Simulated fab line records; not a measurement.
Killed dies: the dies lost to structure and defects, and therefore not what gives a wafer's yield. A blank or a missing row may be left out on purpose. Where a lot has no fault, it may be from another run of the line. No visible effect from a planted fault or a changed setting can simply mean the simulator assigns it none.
Which tool did it? -- flow sky130 -- 18 wafers sampled from 6 lots at 1 step of a route of 708

## WHAT THE GAUGES READ, wafer by wafer
SKY_VIA2_BOW_MEAS_03.
lot,measured,on,VIA2_BOW (um)
L105,day 35 21:28,film_metro-04,78 81 86
L110,day 36 18:47,film_metro-04,82 83 92
L112,day 37 17:53,film_metro-03,90 87 92
L115,day 38 15:26,film_metro-04,74 78 83
L120,day 39 23:04,film_metro-01,82 92 83
L127,day 41 23:06,film_metro-04,83 89 92

## WHICH TOOL RAN EACH LOT (tool, then ch and the chambers of the sampled wafers, then the start)
The record holds no process step before these readings.

## THE ANSWER, worked out from the rows above alone
Rule: the usual values come from the lots themselves. The widest of any qualifying gaps counts: lots, ordered by their means at a reading, are off when they make up no more than a third of the lots, leave a main group of 4 or more, and stand apart from it by 3 or more times the standard deviation of that group's means. If all means in a main group match to the digits the tables above print for the reading, that group is not used. Also off: a lot with no number at a reading for which 4 or more lots have one. The other lots that the step has rows for count as sound.
No lot is off on any of the readings shown, so nothing can be concluded from this.

## WHAT THE SIMULATOR PUT IN
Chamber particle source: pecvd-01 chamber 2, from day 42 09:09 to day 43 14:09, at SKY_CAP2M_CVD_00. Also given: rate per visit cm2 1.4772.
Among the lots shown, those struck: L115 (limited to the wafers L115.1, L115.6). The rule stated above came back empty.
